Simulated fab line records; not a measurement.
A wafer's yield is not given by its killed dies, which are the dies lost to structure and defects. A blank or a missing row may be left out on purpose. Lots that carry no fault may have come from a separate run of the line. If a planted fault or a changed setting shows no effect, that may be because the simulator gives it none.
fab line records    flow sky130
record: lots: 11  wafers: 31  lastDay: 50
route steps=708 shown SPACER@306 POLY_CUT@317 LOCAL_INTERCONNECT@392 CONTACT@411
lots with no fault: from the same line, run without faults
startH: the number of hours between the record's first day and the start of the first shown wafer of the lot    waitH: hours elapsed since this lot's preceding step    " same as the row above    L1.1+2: a row that stands for several wafers    - no value present, or no start provided    * or withheld: withheld    < > ~ a bound
route shown NAME@n: NAME is a module with steps in the file, n the number in the route of the first one    usual: mean/standard deviation taken from wafers without a fault    same: alike in all rows    chamber/n: place in a boat    sites: each site's reading    _std_site: the values' standard deviation    _edge_site: inner sites' mean taken away from outer sites' mean    radiusMm: how far each site lies from the wafer's centre    mask NAME#n: copy n    behind: the last tool/chamber to shape the wafer    hold: what put the lot on hold/how long, in hours/how the hold closed    device: which transistor (n, p or np) failed to switch    end of line: tests run on the same wafers once the route is complete    for a step that has no rows: nothing shown but its recipe    killed: the dies lost at the first sort to structure and to defects; this is not the yield of the wafer    map: the dies of a wafer, with x for killed, . for not killed, _ for no die there
set.NAME: setting as actually run; set.NAME@STEP: the setting as run at that earlier step    model.NAME: the simulator's own value behind a step, which no gauge read
one table for each step of the route and one row for each wafer, over a sample of lots
services: a tool's chamber out of use, with start hour (startH, from the record's first day; less than 0 if before it), hours out, and reason
== steps ==
step: SKY_SPACER_ETCHBACK_02
recipe: chemistry: CH3F/O2  target: Si3N4  stopOn: SiO2  sourceW: 400  biasW: 80  pressureMtorr: 25  ch3fFlowSccm: 40  O2_flow_sccm: 30  timeS: 46.7  targetDepthA: 450
usual: drypumpMotorCurrentA: 5.8/0.48  oesProductAu: 0.853/0.0059  throttleValvePct: 10.561/0.0092
lot.wafer  tool        chamber  startH  waitH  drypumpMotorCurrentA  oesProductAu  rfHoursCounterH  throttleValvePct
L183.1     rieDiel-02  2        526.99  0.1    5.7                   0.846         17               10.563
L183.3     "           0        "       "      6.2                   0.853         3                10.563
L183.6     "           0        "       "      6.2                   0.859         -                10.562
L185.1     rieDiel-03  0        545.73  0.1    6.7                   0.856         14               10.567
L185.3     "           1        "       "      5.1                   0.853         48               10.564
L185.5     "           3        "       "      6.2                   0.858         -                10.566
L187.2     rieDiel-03  2        560.46  0.0    5.6                   0.848         11               10.565
L187.5     "           3        "       "      6.2                   0.849         -                10.571
L187.6     "           2        "       "      5.5                   0.849         -                10.564
L190.4     rieDiel-02  2        602.82  0.0    5.7                   0.849         18               10.555
L190.5     "           3        "       "      6.3                   0.841         -                10.564
L190.6     "           2        "       "      5.7                   0.841         -                10.542
L191.2     rieDiel-04  1        608.00  0.0    4.9                   0.851         4                10.570
L191.4     "           0        "       "      5.8                   0.842         50               10.559
L191.6     "           1        "       "      4.9                   0.848         -                10.565
L192.1     rieDiel-03  3        612.78  0.1    6.2                   0.844         15               10.564
L192.3     "           0        "       "      6.7                   0.859         15               10.564
L192.5     "           1        "       "      5.1                   0.845         -                10.565
L193.1     rieDiel-03  1        623.97  0.1    5.2                   0.851         50               10.554
L193.5     "           1        "       "      5.2                   0.855         -                10.546
L193.6     "           2        "       "      5.6                   0.846         -                10.570
L196.1     rieDiel-02  3        643.33  0.1    6.3                   0.848         2                10.575
L196.2     "           2        "       "      5.7                   0.861         19               10.563
L198.2     rieDiel-02  3        667.68  0.0    6.3                   0.858         3                10.562
L198.3     "           0        "       "      6.2                   0.851         5                10.557
L198.5     "           0        "       "      6.2                   0.864         -                10.550
L201.3     rieDiel-02  0        681.30  0.0    6.3                   0.846         6                10.562
L201.6     "           3        "       "      6.3                   0.850         -                10.573
L205.1     rieDiel-03  3        725.59  0.1    6.2                   0.857         18               10.569
L205.3     "           2        "       "      5.5                   0.844         15               10.563
L205.6     "           2        "       "      5.5                   0.845         -                10.558
step: SKY_POLY_CUT_ETCH_10
recipe: chemistry: N2/H2  target: BARC  ionEnergyEv: 200  sourceW: 500  biasW: 100  pressureMtorr: 30  n2FlowSccm: 100  h2FlowSccm: 200  stopOn: SiO2  timeS: 45.9  targetDepthA: 600
usual: drypumpMotorCurrentA: 5.6/0.46  oesProductAu: 0.855/0.0052  throttleValvePct: 13.225/0.0097
lot.wafer  tool        chamber  startH  waitH  drypumpMotorCurrentA  oesProductAu  rfHoursCounterH  throttleValvePct
L183.1     rieDiel-02  2        557.82  0.0    5.7                   0.861         17               13.207
L183.3     "           1        "       "      5.6                   0.853         12               13.232
L183.6     "           3        "       "      6.3                   0.865         -                13.222
L185.1     rieDiel-01  1        576.37  0.0    4.6                   0.858         65               13.224
L185.3     "           3        "       "      5.4                   0.861         5                13.217
L185.5     "           0        "       "      5.6                   0.862         -                13.232
L187.2     rieDiel-04  1        591.82  0.0    4.9                   0.859         3                13.229
L187.5     "           2        "       "      5.4                   0.842         -                13.221
L187.6     "           3        "       "      5.3                   0.859         -                13.215
L190.4     rieDiel-04  0        632.32  0.0    5.7                   0.858         50               13.224
L190.5     "           0        "       "      5.7                   0.851         -                13.234
L190.6     "           3        "       "      5.3                   0.855         -                13.231
L191.2     rieDiel-04  1        637.37  0.0    4.9                   0.854         4                13.215
L191.4     "           0        "       "      5.7                   0.856         -                13.225
L191.6     "           3        "       "      5.3                   0.861         -                13.227
L192.1     rieDiel-02  0        642.17  0.0    6.2                   0.859         5                13.230
L192.3     "           3        "       "      6.3                   0.854         2                13.235
L192.5     "           3        "       "      6.3                   0.854         -                13.232
L193.1     rieDiel-01  3        653.21  0.0    5.4                   0.859         7                13.234
L193.5     "           3        "       "      5.4                   0.863         -                13.233
L193.6     "           0        "       "      5.6                   0.863         -                13.215
L196.1     rieDiel-02  1        672.51  0.0    5.6                   0.852         14               13.239
L196.2     "           3        "       "      6.3                   0.861         3                13.231
L198.2     rieDiel-01  3        696.27  0.0    5.4                   0.850         8                13.227
L198.3     "           2        "       "      5.9                   0.851         13               13.213
L198.5     "           2        "       "      5.9                   0.850         -                13.234
L201.3     rieDiel-04  2        709.72  0.0    5.4                   0.859         12               13.239
L201.6     "           2        "       "      5.4                   0.864         -                13.223
L205.1     rieDiel-01  0        753.22  0.0    5.5                   0.864         14               13.206
L205.3     "           3        "       "      5.4                   0.858         10               13.214
L205.6     "           1        "       "      4.7                   0.854         -                13.234
step: SKY_LOCAL_INTERCONNECT_COAT_05
recipe: resist: BARC  tempC: withheld  timeS: withheld  spinRpm: 3000  resistThkNm: 60
lot.wafer   tool           chamber  startH  waitH
L183.1+3+6  lithoTrack-01  0        694.66  0.1
L185.1+3+5  lithoTrack-01  0        710.21  0.1
L187.2+5+6  lithoTrack-01  0        724.53  0.1
L190.4+5+6  lithoTrack-01  0        761.53  0.1
L191.2+4+6  lithoTrack-04  0        765.49  0.1
L192.1+3+5  lithoTrack-02  0        772.47  0.1
L193.1+5+6  lithoTrack-04  0        783.02  0.1
L196.1+2    lithoTrack-02  0        800.02  0.1
L198.2+3+5  lithoTrack-02  0        822.99  0.1
L201.3+6    lithoTrack-02  0        835.77  0.1
L205.1+3+6  lithoTrack-04  0        875.92  0.1
step: SKY_LOCAL_INTERCONNECT_ETCH_13
recipe: chemistry: N2/H2  target: BARC  ionEnergyEv: 200  biasW: 100  pressureMtorr: 30  n2FlowSccm: 100  h2FlowSccm: 200  icpW: 500  stopOn: SiO2  timeS: 45.9  targetDepthA: 600
usual: drypumpMotorCurrentA: 5.6/0.37  oesProductAu: 0.854/0.0047  throttleValvePct: 13.225/0.0082
lot.wafer  tool         chamber  startH  waitH  drypumpMotorCurrentA  oesProductAu  rfHoursCounterH  throttleValvePct
L183.1     rieMetal-03  1        708.82  0.0    6.3                   0.855         15               13.232
L183.3     "            1        "       "      6.3                   0.852         -                13.236
L183.6     "            1        "       "      6.3                   0.855         -                13.218
L185.1     rieMetal-02  0        725.47  0.0    6.0                   0.850         8                13.238
L185.3     "            0        "       "      6.1                   0.855         -                13.209
L185.5     "            0        "       "      6.0                   0.856         -                13.231
L187.2     rieMetal-04  1        738.61  0.0    5.2                   0.849         1                13.231
L187.5     "            0        "       "      5.5                   0.854         -                13.227
L187.6     "            1        "       "      5.2                   0.851         -                13.213
L190.4     rieMetal-02  1        775.88  0.0    5.5                   0.856         -                13.221
L190.5     "            0        "       "      6.1                   0.860         -                13.226
L190.6     "            1        "       "      5.5                   0.845         -                13.227
L191.2     rieMetal-04  0        779.21  0.0    5.5                   0.850         9                13.235
L191.4     "            1        "       "      5.2                   0.849         -                13.227
L191.6     "            1        "       "      5.2                   0.855         -                13.228
L192.1     rieMetal-04  0        786.57  0.0    5.5                   0.853         9                13.212
L192.3     "            1        "       "      5.2                   0.853         -                13.230
L192.5     "            1        "       "      5.2                   0.861         -                13.211
L193.1     rieMetal-04  0        796.61  0.0    5.5                   0.860         9                13.237
L193.5     "            1        "       "      5.2                   0.857         -                13.229
L193.6     "            0        "       "      5.5                   0.855         -                13.227
L196.1     rieMetal-03  0        813.92  0.0    5.5                   0.889         11               13.229
L196.2     "            1        "       "      6.3                   0.851         2                13.215
L198.2     rieMetal-03  1        836.66  0.0    6.3                   0.859         3                13.227
L198.3     "            0        "       "      5.5                   0.888         -                13.202
L198.5     "            1        "       "      6.3                   0.859         -                13.227
L201.3     rieMetal-03  1        850.24  0.0    6.3                   0.882         -                13.224
L201.6     "            0        "       "      5.5                   0.856         -                13.223
L205.1     rieMetal-04  0        889.78  0.0    5.5                   0.848         13               13.210
L205.3     "            0        "       "      5.4                   0.854         -                13.230
L205.6     "            0        "       "      5.5                   0.854         -                13.217
step: SKY_LOCAL_INTERCONNECT_STRIP_15
recipe: chemistry: O2/N2  powerW: 1400  pressureMtorr: 1500  platenTempC: withheld  o2FlowSccm: 3000  n2FlowSccm: 300  overashFraction: 0.5
usual: drypumpMotorCurrentA: 5.2/0.42  oesProductAu: 0.426/0.0044  stripTimeToEndpointS: 4.718/0.018
lot.wafer  tool            chamber  startH  waitH  drypumpMotorCurrentA  oesProductAu  rfHoursCounterH  stripTimeToEndpointS
L183.1     plasmaAsher-01  0        708.94  0.0    5.9                   0.428         58               4.722
L183.3     "               1        "       "      4.6                   0.428         -                4.724
L183.6     "               1        "       "      4.6                   0.435         -                4.733
L185.1     plasmaAsher-02  0        725.59  0.0    5.0                   0.433         89               4.716
L185.3     "               0        "       "      5.1                   0.439         -                4.730
L185.5     "               0        "       "      5.1                   0.423         -                4.714
L187.2     plasmaAsher-01  0        738.73  0.0    5.9                   0.418         60               4.729
L187.5     "               0        "       "      5.9                   0.422         -                4.695
L187.6     "               1        "       "      4.6                   0.432         -                4.754
L190.4     plasmaAsher-01  0        776.01  0.1    5.9                   0.432         -                4.720
L190.5     "               1        "       "      4.6                   0.425         -                4.712
L190.6     "               0        "       "      5.9                   0.430         -                4.733
L191.2     plasmaAsher-01  0        779.33  0.0    5.9                   0.436         65               4.693
L191.4     "               0        "       "      5.9                   0.432         -                4.722
L191.6     "               0        "       "      5.9                   0.429         -                4.739
L192.1     plasmaAsher-01  0        786.69  0.0    5.9                   0.428         65               4.741
L192.3     "               1        "       "      4.6                   0.425         -                4.735
L192.5     "               1        "       "      4.7                   0.436         -                4.736
L193.1     plasmaAsher-04  0        796.73  0.0    4.9                   0.425         5                4.665
L193.5     "               1        "       "      5.2                   0.424         -                4.702
L193.6     "               0        "       "      4.9                   0.424         -                4.677
L196.1     plasmaAsher-04  1        814.04  0.0    5.2                   0.427         7                4.778
L196.2     "               0        "       "      4.9                   0.430         7                4.726
L198.2     plasmaAsher-04  1        836.78  0.0    5.2                   0.431         10               4.713
L198.3     "               0        "       "      4.9                   0.432         -                4.766
L198.5     "               1        "       "      5.2                   0.424         -                4.711
L201.3     plasmaAsher-01  0        850.36  0.1    5.9                   0.437         -                4.763
L201.6     "               1        "       "      4.7                   0.427         -                4.685
L205.1     plasmaAsher-02  0        889.89  0.0    5.0                   0.419         105              4.683
L205.3     "               1        "       "      5.4                   0.427         -                4.711
L205.6     "               0        "       "      5.0                   0.430         -                4.702
step: SKY_CONTACT_BOW_MEAS_05
recipe: mode: bow
usual: CONTACT_BOW: 83/6.7
lot.wafer  tool          chamber  startH  waitH  CONTACT_BOW[um]
L183.1     filmMetro-01  -        710.05  0.2    87
L183.3     "             -        "       "      84
L183.6     "             -        "       "      79
L185.1     filmMetro-04  -        726.71  0.1    85
L185.3     "             -        "       "      89
L185.5     "             -        "       "      83
L187.2     filmMetro-02  -        739.95  0.3    81
L187.5     "             -        "       "      72
L187.6     "             -        "       "      76
L190.4     filmMetro-04  -        777.19  0.2    99
L190.5     "             -        "       "      92
L190.6     "             -        "       "      90
L191.2     filmMetro-02  -        780.48  0.3    82
L191.4     "             -        "       "      86
L191.6     "             -        "       "      78
L192.1     filmMetro-02  -        787.85  0.2    84
L192.3     "             -        "       "      87
L192.5     "             -        "       "      83
L193.1     filmMetro-02  -        797.84  0.2    91
L193.5     "             -        "       "      77
L193.6     "             -        "       "      82
L196.1     filmMetro-01  -        815.15  0.2    78
L196.2     "             -        "       "      67
L198.2     filmMetro-04  -        837.92  0.2    87
L198.3     "             -        "       "      78
L198.5     "             -        "       "      86
L201.3     filmMetro-04  -        851.53  0.3    80
L201.6     "             -        "       "      82
L205.1     filmMetro-02  -        891.11  0.1    86
L205.3     "             -        "       "      90
L205.6     "             -        "       "      84
== services ==
tool            chamber  startH  hours  kind
rieDiel-02      2        535.68  3.8    repair
rieDiel-04      3        560.33  14.3   repair
rieMetal-04     1        580.02  100.9  repair
rieDiel-02      0        607.38  2.1    repair
rieDiel-02      -        618.86  2.3    repair
rieDiel-04      2        636.21  6.7    repair
rieDiel-02      1        657.37  5.8    repair
rieDiel-02      2        676.33  12.5   repair
rieDiel-02      3        681.89  6.6    repair
rieMetal-04     0        681.92  23.8   repair
plasmaAsher-01  -        723.63  6.1    repair
rieDiel-04      3        734.69  7.7    repair
rieDiel-04      0        736.19  5.5    repair
rieMetal-04     0        749.16  14.2   repair
rieDiel-02      -        756.31  14.6   pm
rieDiel-03      2        796.38  4.5    repair
plasmaAsher-01  -        805.76  2.8    pm
rieDiel-04      -        825.39  0.6    repair
rieDiel-04      1        829.96  9.1    repair
plasmaAsher-01  -        833.46  3.6    repair
rieDiel-03      -        835.09  0.1    repair
rieMetal-04     -        842.63  0.7    repair
rieMetal-04     0        882.02  5.4    repair
rieDiel-02      0        882.10  8.4    repair
== key ==
firstSign: step: SKY_LOCAL_INTERCONNECT_ETCH_13  reading: oesProductAu  direction: up  sigmas: 6.9  usual: 0.854  struck: 0.886
effect: step: SKY_LOCAL_INTERCONNECT_STRIP_15  reading: stripTimeToEndpointS  direction: up  sigmas: 2.8  usual: *  struck: *
metAt SKY_LOCAL_INTERCONNECT_COAT_05
struckLots L196,L198,L201
struckWafers L196.1,L198.3,L201.3
testerLeftOut L196,L198,L201
notActingAt SKY_SPACER_ETCHBACK_02,SKY_POLY_CUT_ETCH_10,SKY_CONTACT_BOW_MEAS_05
onsetBetween 772.47 800.02
fault: kind: processParameterDrift  tool: lithoTrack-02  chamber: -  onsetH: 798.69  steps: SKY_LOCAL_INTERCONNECT_COAT_05  channel: resistThkNm  offset: 4.5501  shape: step  endH: 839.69  scope: struckWafersOnly  actsIn: theseRecipesOnly  stated: 60
testerLeftOut: of these lots the tester's yield and bins aren't shown, on N5 and GAA mostly nor the transistor test; their killed dies are dies lost to structure and defects alone, not to doping, threshold or leakage, so they don't give the yield
